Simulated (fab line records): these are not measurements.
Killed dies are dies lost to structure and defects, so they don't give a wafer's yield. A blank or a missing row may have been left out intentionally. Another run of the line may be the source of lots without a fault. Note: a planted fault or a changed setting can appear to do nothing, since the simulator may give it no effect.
fab line records :: flow gf180mcu :: part 2 of 2: steps 25 to 34 of 34
record:
  lots: 5
  wafers: 15
  lastDay: 33
route steps=602 shown HV_LDD@204 NSD@235
lots that met no fault: from a run of the same line without faults
startH: hours from the record's opening day to when the first of the lot's shown wafers began :: waitH: time in hours since the lot's previous step :: " repeats the value in the row above :: L1.1+2: several wafers, shown together as one row :: - no value, or no start was given :: * or withheld: withheld :: < > ~ a bound
route shown NAME@n: a module of which the file shows steps, and the number in the route of the first :: usual: mean/standard deviation of fault-free wafers :: same: alike in all rows :: chamber/n: place in a boat :: sites: per-site readings :: _std_site: their standard deviation :: _edge_site: inner sites' mean taken away from outer sites' mean :: radiusMm: for every site, how far away it sits from the centre of the wafer :: mask NAME#n: copy n :: behind: the most recent tool/chamber to have shaped the wafer :: hold: cause of the lot's hold/its duration in hours/its outcome :: device: the n, p or np transistor that did not switch :: end of line: at the end of the route, the tests of the same wafers :: for a step that has no rows: nothing shown but its recipe :: killed: count of dies lost to structure and defects at first sort (not the wafer's yield) :: map: dies across one wafer; x = killed, . = not, _ = none there
set.NAME: the setting as run; set.NAME@STEP: as run at that earlier step :: model.NAME: the simulator's own value behind a step, which no gauge read
certain route steps with their lots: each step a table, each wafer a row
services: from which hour (startH, from the record's first day; less than 0 if before it) a tool's chamber was out of use, for how many hours, and why
== steps ==
step: GF_HV_LDD_RTA_52
recipe:
  tempC: 1000
  timeS: 10
  ambient: N2
usual:
  chamberO2Ppm: 2.000/0.019
  lampPowerPct: 40/3.2
  wafer_temp_C_max: 1004.7/1.3
lot.wafer: L079.1
tool: rtpAnneal-01
chamber: 0
startH: 315.10
waitH: 0.0
chamberO2Ppm: 2.003
lampPowerPct: 43
wafer_temp_C_max: 1006.0

lot.wafer: L079.4
tool: rtpAnneal-01
chamber: 0
startH: 315.10
waitH: 0.0
chamberO2Ppm: 1.972
lampPowerPct: 43
wafer_temp_C_max: 1002.7

lot.wafer: L079.6
tool: rtpAnneal-01
chamber: 0
startH: 315.10
waitH: 0.0
chamberO2Ppm: 2.009
lampPowerPct: 43
wafer_temp_C_max: 1002.5

lot.wafer: L082.1
tool: rtpAnneal-01
chamber: 0
startH: 337.28
waitH: 0.0
chamberO2Ppm: 2.009
lampPowerPct: 43
wafer_temp_C_max: 1005.5

lot.wafer: L082.3
tool: rtpAnneal-01
chamber: 0
startH: 337.28
waitH: 0.0
chamberO2Ppm: 2.008
lampPowerPct: 43
wafer_temp_C_max: 1003.4

lot.wafer: L082.4
tool: rtpAnneal-01
chamber: 0
startH: 337.28
waitH: 0.0
chamberO2Ppm: 2.029
lampPowerPct: 43
wafer_temp_C_max: 1003.0

lot.wafer: L084.3
tool: rtpAnneal-02
chamber: 0
startH: 356.60
waitH: 0.0
chamberO2Ppm: 1.985
lampPowerPct: 37
wafer_temp_C_max: 1004.5

lot.wafer: L084.4
tool: rtpAnneal-02
chamber: 0
startH: 356.60
waitH: 0.0
chamberO2Ppm: 2.004
lampPowerPct: 37
wafer_temp_C_max: 1005.5

lot.wafer: L084.6
tool: rtpAnneal-02
chamber: 0
startH: 356.60
waitH: 0.0
chamberO2Ppm: 1.962
lampPowerPct: 37
wafer_temp_C_max: 1004.7

lot.wafer: L091.3
tool: rtpAnneal-01
chamber: 0
startH: 408.78
waitH: 0.0
chamberO2Ppm: 2.006
lampPowerPct: 43
wafer_temp_C_max: 1004.3

lot.wafer: L091.4
tool: rtpAnneal-01
chamber: 0
startH: 408.78
waitH: 0.0
chamberO2Ppm: 1.998
lampPowerPct: 43
wafer_temp_C_max: 1004.9

lot.wafer: L091.6
tool: rtpAnneal-01
chamber: 0
startH: 408.78
waitH: 0.0
chamberO2Ppm: 1.972
lampPowerPct: 43
wafer_temp_C_max: 1003.5

lot.wafer: L094.1
tool: rtpAnneal-02
chamber: 0
startH: 429.17
waitH: 0.0
chamberO2Ppm: 2.016
lampPowerPct: 37
wafer_temp_C_max: 1005.8

lot.wafer: L094.2
tool: rtpAnneal-02
chamber: 0
startH: 429.17
waitH: 0.0
chamberO2Ppm: 1.999
lampPowerPct: 37
wafer_temp_C_max: 1004.2

lot.wafer: L094.6
tool: rtpAnneal-02
chamber: 0
startH: 429.17
waitH: 0.0
chamberO2Ppm: 2.009
lampPowerPct: 37
wafer_temp_C_max: 1005.6
step: GF_HV_LDD_RS_MEAS_53
recipe:
  thkMeasGauge: four-point-probe
usual:
  HV_LDD_RS: 417.9/0.92
lot.wafer: L079.1
tool: filmMetro-04
chamber: -
startH: 315.17
waitH: 0.1
HV_LDD_RS[ohm/sq]: 417.3

lot.wafer: L079.4
tool: filmMetro-04
chamber: -
startH: 315.17
waitH: 0.1
HV_LDD_RS[ohm/sq]: 417.3

lot.wafer: L079.6
tool: filmMetro-04
chamber: -
startH: 315.17
waitH: 0.1
HV_LDD_RS[ohm/sq]: 417.9

lot.wafer: L082.1
tool: filmMetro-02
chamber: -
startH: 337.35
waitH: 0.1
HV_LDD_RS[ohm/sq]: 418.2

lot.wafer: L082.3
tool: filmMetro-02
chamber: -
startH: 337.35
waitH: 0.1
HV_LDD_RS[ohm/sq]: 419.2

lot.wafer: L082.4
tool: filmMetro-02
chamber: -
startH: 337.35
waitH: 0.1
HV_LDD_RS[ohm/sq]: 419.2

lot.wafer: L084.3
tool: filmMetro-02
chamber: -
startH: 356.69
waitH: 0.1
HV_LDD_RS[ohm/sq]: 417.4

lot.wafer: L084.4
tool: filmMetro-02
chamber: -
startH: 356.69
waitH: 0.1
HV_LDD_RS[ohm/sq]: 418.4

lot.wafer: L084.6
tool: filmMetro-02
chamber: -
startH: 356.69
waitH: 0.1
HV_LDD_RS[ohm/sq]: 417.3

lot.wafer: L091.3
tool: filmMetro-03
chamber: -
startH: 408.86
waitH: 0.1
HV_LDD_RS[ohm/sq]: 418.1

lot.wafer: L091.4
tool: filmMetro-03
chamber: -
startH: 408.86
waitH: 0.1
HV_LDD_RS[ohm/sq]: 417.3

lot.wafer: L091.6
tool: filmMetro-03
chamber: -
startH: 408.86
waitH: 0.1
HV_LDD_RS[ohm/sq]: 416.7

lot.wafer: L094.1
tool: filmMetro-03
chamber: -
startH: 429.24
waitH: 0.1
HV_LDD_RS[ohm/sq]: 418.8

lot.wafer: L094.2
tool: filmMetro-03
chamber: -
startH: 429.24
waitH: 0.1
HV_LDD_RS[ohm/sq]: 417.8

lot.wafer: L094.6
tool: filmMetro-03
chamber: -
startH: 429.24
waitH: 0.1
HV_LDD_RS[ohm/sq]: 417.1
step: GF_HV_LDD_CVD_54
recipe:
  material: SiO2
  targetThkNm: 10
  precursor: TEOS
  tempC: 680
  timeS: 75
  pressureMtorr: 400
usual:
  pressureMtorr: 400.1/0.89
  susceptorTempC: 680.04/0.29
  zonePowerLowerPct: 10.8/0.95
  zonePowerTopPct: 22.4/2.4
  zonePowerUpperPct: 9.7/0.64
lot.wafer: L079.1
tool: lpcvd-01
chamber: 1
startH: 315.29
waitH: 0.1
pressureMtorr: 400.3
susceptorTempC: 680.11
zonePowerLowerPct: 9.6
zonePowerTopPct: 24.7
zonePowerUpperPct: 9.8

lot.wafer: L079.4
tool: lpcvd-01
chamber: 1
startH: 315.29
waitH: 0.1
pressureMtorr: 400.0
susceptorTempC: 680.34
zonePowerLowerPct: 9.3
zonePowerTopPct: 24.4
zonePowerUpperPct: 10.0

lot.wafer: L079.6
tool: lpcvd-01
chamber: 1
startH: 315.29
waitH: 0.1
pressureMtorr: 400.3
susceptorTempC: 680.07
zonePowerLowerPct: 9.7
zonePowerTopPct: 25.1
zonePowerUpperPct: 9.9

lot.wafer: L082.1
tool: lpcvd-02
chamber: 0
startH: 337.47
waitH: 0.1
pressureMtorr: 398.5
susceptorTempC: 679.67
zonePowerLowerPct: 12.0
zonePowerTopPct: 21.0
zonePowerUpperPct: 9.7

lot.wafer: L082.3
tool: lpcvd-02
chamber: 0
startH: 337.47
waitH: 0.1
pressureMtorr: 399.8
susceptorTempC: 679.17
zonePowerLowerPct: 11.9
zonePowerTopPct: 21.2
zonePowerUpperPct: 9.7

lot.wafer: L082.4
tool: lpcvd-02
chamber: 0
startH: 337.47
waitH: 0.1
pressureMtorr: 400.4
susceptorTempC: 679.58
zonePowerLowerPct: 11.9
zonePowerTopPct: 20.9
zonePowerUpperPct: 9.8

lot.wafer: L084.3
tool: lpcvd-02
chamber: 0
startH: 356.77
waitH: 0.1
pressureMtorr: 399.4
susceptorTempC: 680.20
zonePowerLowerPct: 12.0
zonePowerTopPct: 20.9
zonePowerUpperPct: 9.6

lot.wafer: L084.4
tool: lpcvd-02
chamber: 0
startH: 356.77
waitH: 0.1
pressureMtorr: 399.8
susceptorTempC: 679.98
zonePowerLowerPct: 11.9
zonePowerTopPct: 21.2
zonePowerUpperPct: 9.8

lot.wafer: L084.6
tool: lpcvd-02
chamber: 0
startH: 356.77
waitH: 0.1
pressureMtorr: 400.5
susceptorTempC: 680.29
zonePowerLowerPct: 12.0
zonePowerTopPct: 20.4
zonePowerUpperPct: 9.8

lot.wafer: L091.3
tool: lpcvd-02
chamber: 0
startH: 408.94
waitH: 0.1
pressureMtorr: 400.6
susceptorTempC: 680.15
zonePowerLowerPct: 12.0
zonePowerTopPct: 20.9
zonePowerUpperPct: 9.8

lot.wafer: L091.4
tool: lpcvd-02
chamber: 0
startH: 408.94
waitH: 0.1
pressureMtorr: 400.2
susceptorTempC: 680.10
zonePowerLowerPct: 12.1
zonePowerTopPct: 21.0
zonePowerUpperPct: 9.8

lot.wafer: L091.6
tool: lpcvd-02
chamber: 0
startH: 408.94
waitH: 0.1
pressureMtorr: 400.9
susceptorTempC: 679.88
zonePowerLowerPct: 12.0
zonePowerTopPct: 20.8
zonePowerUpperPct: 9.6

lot.wafer: L094.1
tool: lpcvd-01
chamber: 0
startH: 430.00
waitH: 0.7
pressureMtorr: 400.7
susceptorTempC: 680.38
zonePowerLowerPct: 10.6
zonePowerTopPct: 24.3
zonePowerUpperPct: 8.9

lot.wafer: L094.2
tool: lpcvd-01
chamber: 0
startH: 430.00
waitH: 0.7
pressureMtorr: 401.1
susceptorTempC: 680.29
zonePowerLowerPct: 10.3
zonePowerTopPct: 24.2
zonePowerUpperPct: 8.8

lot.wafer: L094.6
tool: lpcvd-01
chamber: 0
startH: 430.00
waitH: 0.7
pressureMtorr: 399.8
susceptorTempC: 680.51
zonePowerLowerPct: 10.4
zonePowerTopPct: 24.2
zonePowerUpperPct: 9.0
step: GF_HV_LDD_THK_MEAS_55
recipe:
  reads: SiO2_of_HV_LDD_CVD_54
usual:
  HV_LDD_CVD_54_THK: 9.97/0.16
lot.wafer: L079.1
tool: filmMetro-04
chamber: -
startH: 316.31
waitH: 0.0
HV_LDD_CVD_54_THK[nm]: 9.85

lot.wafer: L079.4
tool: filmMetro-04
chamber: -
startH: 316.31
waitH: 0.0
HV_LDD_CVD_54_THK[nm]: 9.95

lot.wafer: L079.6
tool: filmMetro-04
chamber: -
startH: 316.31
waitH: 0.0
HV_LDD_CVD_54_THK[nm]: 9.94

lot.wafer: L082.1
tool: filmMetro-03
chamber: -
startH: 339.76
waitH: 0.0
HV_LDD_CVD_54_THK[nm]: 10.24

lot.wafer: L082.3
tool: filmMetro-03
chamber: -
startH: 339.76
waitH: 0.0
HV_LDD_CVD_54_THK[nm]: 10.26

lot.wafer: L082.4
tool: filmMetro-03
chamber: -
startH: 339.76
waitH: 0.0
HV_LDD_CVD_54_THK[nm]: 10.36

lot.wafer: L084.3
tool: filmMetro-03
chamber: -
startH: 357.81
waitH: 0.0
HV_LDD_CVD_54_THK[nm]: 9.96

lot.wafer: L084.4
tool: filmMetro-03
chamber: -
startH: 357.81
waitH: 0.0
HV_LDD_CVD_54_THK[nm]: 9.92

lot.wafer: L084.6
tool: filmMetro-03
chamber: -
startH: 357.81
waitH: 0.0
HV_LDD_CVD_54_THK[nm]: 10.01

lot.wafer: L091.3
tool: filmMetro-03
chamber: -
startH: 409.99
waitH: 0.0
HV_LDD_CVD_54_THK[nm]: 9.98

lot.wafer: L091.4
tool: filmMetro-03
chamber: -
startH: 409.99
waitH: 0.0
HV_LDD_CVD_54_THK[nm]: 10.02

lot.wafer: L091.6
tool: filmMetro-03
chamber: -
startH: 409.99
waitH: 0.0
HV_LDD_CVD_54_THK[nm]: 9.91

lot.wafer: L094.1
tool: filmMetro-02
chamber: -
startH: 431.02
waitH: 0.0
HV_LDD_CVD_54_THK[nm]: 10.04

lot.wafer: L094.2
tool: filmMetro-02
chamber: -
startH: 431.02
waitH: 0.0
HV_LDD_CVD_54_THK[nm]: 10.01

lot.wafer: L094.6
tool: filmMetro-02
chamber: -
startH: 431.02
waitH: 0.0
HV_LDD_CVD_54_THK[nm]: 10.07
step: GF_HV_LDD_CVD_56
recipe:
  material: Si3N4
  precursor: DCS/NH3
  targetThkNm: 90
  tempC: 770
  timeS: 1543
  pressureMtorr: 250
usual:
  pressureMtorr: 250.1/0.53
  susceptorTempC: 770.0/0.3
  zonePowerLowerPct: 13.1/0.97
  zonePowerTopPct: 27/3.5
  zonePowerUpperPct: 12.5/0.93
lot.wafer: L079.1
tool: lpcvd-02
chamber: 1
startH: 316.37
waitH: 0.1
pressureMtorr: 249.6
susceptorTempC: 770.1
zonePowerLowerPct: 13.5
zonePowerTopPct: 22
zonePowerUpperPct: 13.5

lot.wafer: L079.4
tool: lpcvd-02
chamber: 1
startH: 316.37
waitH: 0.1
pressureMtorr: 249.5
susceptorTempC: 770.2
zonePowerLowerPct: 13.5
zonePowerTopPct: 21
zonePowerUpperPct: 13.7

lot.wafer: L079.6
tool: lpcvd-02
chamber: 1
startH: 316.37
waitH: 0.1
pressureMtorr: 250.1
susceptorTempC: 770.0
zonePowerLowerPct: 13.4
zonePowerTopPct: 22
zonePowerUpperPct: 13.9

lot.wafer: L082.1
tool: lpcvd-01
chamber: 0
startH: 340.03
waitH: 0.3
pressureMtorr: 251.2
susceptorTempC: 770.0
zonePowerLowerPct: 13.1
zonePowerTopPct: 29
zonePowerUpperPct: 11.3

lot.wafer: L082.3
tool: lpcvd-01
chamber: 0
startH: 340.03
waitH: 0.3
pressureMtorr: 250.6
susceptorTempC: 770.6
zonePowerLowerPct: 13.1
zonePowerTopPct: 29
zonePowerUpperPct: 11.3

lot.wafer: L082.4
tool: lpcvd-01
chamber: 0
startH: 340.03
waitH: 0.3
pressureMtorr: 250.8
susceptorTempC: 770.2
zonePowerLowerPct: 13.0
zonePowerTopPct: 29
zonePowerUpperPct: 11.3

lot.wafer: L084.3
tool: lpcvd-01
chamber: 0
startH: 357.93
waitH: 0.1
pressureMtorr: 250.8
susceptorTempC: 770.3
zonePowerLowerPct: 13.0
zonePowerTopPct: 29
zonePowerUpperPct: 11.3

lot.wafer: L084.4
tool: lpcvd-01
chamber: 0
startH: 357.93
waitH: 0.1
pressureMtorr: 250.5
susceptorTempC: 770.4
zonePowerLowerPct: 13.1
zonePowerTopPct: 29
zonePowerUpperPct: 11.3

lot.wafer: L084.6
tool: lpcvd-01
chamber: 0
startH: 357.93
waitH: 0.1
pressureMtorr: 250.3
susceptorTempC: 770.0
zonePowerLowerPct: 13.1
zonePowerTopPct: 29
zonePowerUpperPct: 11.2

lot.wafer: L091.3
tool: lpcvd-01
chamber: 1
startH: 410.03
waitH: 0.0
pressureMtorr: 250.4
susceptorTempC: 769.5
zonePowerLowerPct: 12.2
zonePowerTopPct: 30
zonePowerUpperPct: 12.7

lot.wafer: L091.4
tool: lpcvd-01
chamber: 1
startH: 410.03
waitH: 0.0
pressureMtorr: 250.5
susceptorTempC: 770.0
zonePowerLowerPct: 12.0
zonePowerTopPct: 30
zonePowerUpperPct: 12.7

lot.wafer: L091.6
tool: lpcvd-01
chamber: 1
startH: 410.03
waitH: 0.0
pressureMtorr: 250.8
susceptorTempC: 769.4
zonePowerLowerPct: 11.9
zonePowerTopPct: 29
zonePowerUpperPct: 12.8

lot.wafer: L094.1
tool: lpcvd-01
chamber: 1
startH: 431.08
waitH: 0.1
pressureMtorr: 249.5
susceptorTempC: 769.4
zonePowerLowerPct: 12.1
zonePowerTopPct: 30
zonePowerUpperPct: 12.9

lot.wafer: L094.2
tool: lpcvd-01
chamber: 1
startH: 431.08
waitH: 0.1
pressureMtorr: 250.2
susceptorTempC: 769.0
zonePowerLowerPct: 12.0
zonePowerTopPct: 29
zonePowerUpperPct: 12.9

lot.wafer: L094.6
tool: lpcvd-01
chamber: 1
startH: 431.08
waitH: 0.1
pressureMtorr: 250.4
susceptorTempC: 769.1
zonePowerLowerPct: 12.3
zonePowerTopPct: 29
zonePowerUpperPct: 12.6
step: GF_HV_LDD_THK_MEAS_57
recipe:
  reads: Si3N4_of_HV_LDD_CVD_56
usual:
  HV_LDD_CVD_56_THK: 89.8/1
lot.wafer: L079.1
tool: filmMetro-04
chamber: -
startH: 317.88
waitH: 0.1
HV_LDD_CVD_56_THK[nm]: 90.7

lot.wafer: L079.4
tool: filmMetro-04
chamber: -
startH: 317.88
waitH: 0.1
HV_LDD_CVD_56_THK[nm]: 91.3

lot.wafer: L079.6
tool: filmMetro-04
chamber: -
startH: 317.88
waitH: 0.1
HV_LDD_CVD_56_THK[nm]: 89.8

lot.wafer: L082.1
tool: filmMetro-02
chamber: -
startH: 341.91
waitH: 0.5
HV_LDD_CVD_56_THK[nm]: 88.6

lot.wafer: L082.3
tool: filmMetro-02
chamber: -
startH: 341.91
waitH: 0.5
HV_LDD_CVD_56_THK[nm]: 88.6

lot.wafer: L082.4
tool: filmMetro-02
chamber: -
startH: 341.91
waitH: 0.5
HV_LDD_CVD_56_THK[nm]: 88.3

lot.wafer: L084.3
tool: filmMetro-02
chamber: -
startH: 359.38
waitH: 0.0
HV_LDD_CVD_56_THK[nm]: 89.0

lot.wafer: L084.4
tool: filmMetro-02
chamber: -
startH: 359.38
waitH: 0.0
HV_LDD_CVD_56_THK[nm]: 89.1

lot.wafer: L084.6
tool: filmMetro-02
chamber: -
startH: 359.38
waitH: 0.0
HV_LDD_CVD_56_THK[nm]: 88.9

lot.wafer: L091.3
tool: filmMetro-03
chamber: -
startH: 411.47
waitH: 0.0
HV_LDD_CVD_56_THK[nm]: 89.6

lot.wafer: L091.4
tool: filmMetro-03
chamber: -
startH: 411.47
waitH: 0.0
HV_LDD_CVD_56_THK[nm]: 88.8

lot.wafer: L091.6
tool: filmMetro-03
chamber: -
startH: 411.47
waitH: 0.0
HV_LDD_CVD_56_THK[nm]: 89.4

lot.wafer: L094.1
tool: filmMetro-02
chamber: -
startH: 432.51
waitH: 0.0
HV_LDD_CVD_56_THK[nm]: 90.0

lot.wafer: L094.2
tool: filmMetro-02
chamber: -
startH: 432.51
waitH: 0.0
HV_LDD_CVD_56_THK[nm]: 89.0

lot.wafer: L094.6
tool: filmMetro-02
chamber: -
startH: 432.51
waitH: 0.0
HV_LDD_CVD_56_THK[nm]: 88.5
step: GF_HV_LDD_ETCHBACK_58
recipe:
  chemistry: CH3F/O2
  target: Si3N4
  stopOn: SiO2
  sourceW: 400
  biasW: 80
  pressureMtorr: 25
  ch3fFlowSccm: 40
  O2_flow_sccm: 30
  timeS: 100
  targetDepthA: 900
usual:
  drypumpMotorCurrentA: 5.9/0.31
  oesProductAu: 0.842/0.0064
  throttleValvePct: 10.561/0.0089
lot.wafer: L079.1
tool: rieDiel-01
chamber: 2
startH: 317.94
waitH: 0.1
drypumpMotorCurrentA: 6.3
oesProductAu: 0.843
rfHoursCounterH: 51
throttleValvePct: 10.579

lot.wafer: L079.4
tool: rieDiel-01
chamber: 0
startH: 317.94
waitH: 0.1
drypumpMotorCurrentA: 6.1
oesProductAu: 0.847
rfHoursCounterH: 72
throttleValvePct: 10.553

lot.wafer: L079.6
tool: rieDiel-01
chamber: 1
startH: 317.94
waitH: 0.1
drypumpMotorCurrentA: 5.7
oesProductAu: 0.844
rfHoursCounterH: -
throttleValvePct: 10.564

lot.wafer: L082.1
tool: rieDiel-02
chamber: 1
startH: 341.97
waitH: 0.1
drypumpMotorCurrentA: 5.7
oesProductAu: 0.834
rfHoursCounterH: 76
throttleValvePct: 10.562

lot.wafer: L082.3
tool: rieDiel-02
chamber: 0
startH: 341.97
waitH: 0.1
drypumpMotorCurrentA: 5.6
oesProductAu: 0.835
rfHoursCounterH: 103
throttleValvePct: 10.562

lot.wafer: L082.4
tool: rieDiel-02
chamber: 3
startH: 341.97
waitH: 0.1
drypumpMotorCurrentA: 5.8
oesProductAu: 0.839
rfHoursCounterH: 50
throttleValvePct: 10.553

lot.wafer: L084.3
tool: rieDiel-01
chamber: 3
startH: 359.42
waitH: 0.0
drypumpMotorCurrentA: 6.0
oesProductAu: 0.840
rfHoursCounterH: 44
throttleValvePct: 10.565

lot.wafer: L084.4
tool: rieDiel-01
chamber: 0
startH: 359.42
waitH: 0.0
drypumpMotorCurrentA: 6.1
oesProductAu: 0.839
rfHoursCounterH: 73
throttleValvePct: 10.544

lot.wafer: L084.6
tool: rieDiel-01
chamber: 2
startH: 359.42
waitH: 0.0
drypumpMotorCurrentA: 6.3
oesProductAu: 0.840
rfHoursCounterH: -
throttleValvePct: 10.558

lot.wafer: L091.3
tool: rieDiel-02
chamber: 1
startH: 411.51
waitH: 0.0
drypumpMotorCurrentA: 5.7
oesProductAu: 0.835
rfHoursCounterH: 77
throttleValvePct: 10.572

lot.wafer: L091.4
tool: rieDiel-02
chamber: 0
startH: 411.51
waitH: 0.0
drypumpMotorCurrentA: 5.6
oesProductAu: 0.835
rfHoursCounterH: 104
throttleValvePct: 10.540

lot.wafer: L091.6
tool: rieDiel-02
chamber: 1
startH: 411.51
waitH: 0.0
drypumpMotorCurrentA: 5.7
oesProductAu: 0.846
rfHoursCounterH: -
throttleValvePct: 10.562

lot.wafer: L094.1
tool: rieDiel-04
chamber: 0
startH: 432.57
waitH: 0.1
drypumpMotorCurrentA: 5.5
oesProductAu: 0.846
rfHoursCounterH: 9
throttleValvePct: 10.570

lot.wafer: L094.2
tool: rieDiel-04
chamber: 2
startH: 432.57
waitH: 0.1
drypumpMotorCurrentA: 5.9
oesProductAu: 0.837
rfHoursCounterH: 4
throttleValvePct: 10.562

lot.wafer: L094.6
tool: rieDiel-04
chamber: 2
startH: 432.57
waitH: 0.1
drypumpMotorCurrentA: 5.9
oesProductAu: 0.828
rfHoursCounterH: -
throttleValvePct: 10.553
step: GF_NSD_DEHYDRATE_00
recipe:
  tempC: 200
  timeS: 60
lot.wafer: L079.1+4+6
tool: lithoTrack-04
chamber: 0
startH: 328.07
waitH: 10.1

lot.wafer: L082.1+3+4
tool: lithoTrack-04
chamber: 0
startH: 351.72
waitH: 9.7

lot.wafer: L084.3+4+6
tool: lithoTrack-04
chamber: 0
startH: 369.47
waitH: 10.0

lot.wafer: L091.3+4+6
tool: lithoTrack-02
chamber: 0
startH: 422.69
waitH: 11.1

lot.wafer: L094.1+2+6
tool: lithoTrack-04
chamber: 0
startH: 444.21
waitH: 11.6
step: GF_NSD_HMDS_01
recipe:
  primeTimeS: 60
  primeTempC: 120
lot.wafer: L079.1+4+6
tool: lithoTrack-04
chamber: 0
startH: 328.22
waitH: 0.1

lot.wafer: L082.1+3+4
tool: lithoTrack-04
chamber: 0
startH: 351.87
waitH: 0.1

lot.wafer: L084.3+4+6
tool: lithoTrack-04
chamber: 0
startH: 369.62
waitH: 0.1

lot.wafer: L091.3+4+6
tool: lithoTrack-02
chamber: 0
startH: 422.84
waitH: 0.1

lot.wafer: L094.1+2+6
tool: lithoTrack-04
chamber: 0
startH: 444.36
waitH: 0.1
step: GF_NSD_COAT_02
recipe:
  resist: NOVOLAK
  spinRpm: 3000
  resistThkNm: 1000
lot.wafer: L079.1+4+6
tool: lithoTrack-04
chamber: 0
startH: 328.37
waitH: 0.1

lot.wafer: L082.1+3+4
tool: lithoTrack-04
chamber: 0
startH: 352.02
waitH: 0.1

lot.wafer: L084.3+4+6
tool: lithoTrack-04
chamber: 0
startH: 369.77
waitH: 0.1

lot.wafer: L091.3+4+6
tool: lithoTrack-02
chamber: 0
startH: 422.99
waitH: 0.1

lot.wafer: L094.1+2+6
tool: lithoTrack-04
chamber: 0
startH: 444.51
waitH: 0.1
== services ==
tool: ilineStepper-01
chamber: -
startH: 267.38
hours: 2.1
kind: pm

tool: ilineStepper-01
chamber: -
startH: 269.47
hours: -
kind: consumableReplace:lamp

tool: implanter-03
chamber: -
startH: 272.57
hours: 2.0
kind: repair

tool: lpcvd-02
chamber: -
startH: 280.04
hours: 1.1
kind: repair

tool: rieDiel-01
chamber: 0
startH: 301.43
hours: 4.9
kind: repair

tool: ilineStepper-01
chamber: -
startH: 310.09
hours: 1.7
kind: pm

tool: rieDiel-02
chamber: -
startH: 310.24
hours: 14.6
kind: pm

tool: implanter-02
chamber: -
startH: 313.23
hours: 2.6
kind: repair

tool: ilineStepper-01
chamber: -
startH: 314.12
hours: 4.5
kind: repair

tool: rieDiel-01
chamber: 0
startH: 329.33
hours: 3.9
kind: repair

tool: implanter-01
chamber: -
startH: 332.66
hours: 0.5
kind: repair

tool: implanter-02
chamber: -
startH: 345.19
hours: 16.5
kind: repair

tool: ilineStepper-02
chamber: -
startH: 356.55
hours: 1.7
kind: pm

tool: implanter-03
chamber: -
startH: 373.19
hours: 4.4
kind: pm

tool: rieDiel-01
chamber: -
startH: 375.66
hours: 2.8
kind: pm

tool: rtpAnneal-02
chamber: -
startH: 376.88
hours: 6.6
kind: pm

tool: implanter-03
chamber: -
startH: 381.83
hours: 8.4
kind: repair

tool: implanter-01
chamber: -
startH: 390.17
hours: 14.0
kind: pm

tool: implanter-03
chamber: -
startH: 404.17
hours: 1.9
kind: repair

tool: plasmaAsher-03
chamber: -
startH: 416.59
hours: 3.8
kind: repair

tool: plasmaAsher-02
chamber: -
startH: 421.25
hours: 9.0
kind: pm

tool: lpcvd-02
chamber: -
startH: 438.72
hours: 2.8
kind: pm

tool: rieDiel-02
chamber: 0
startH: 440.68
hours: -
kind: clean

tool: rieDiel-02
chamber: 0
startH: 440.68
hours: 16.2
kind: scheduledDown
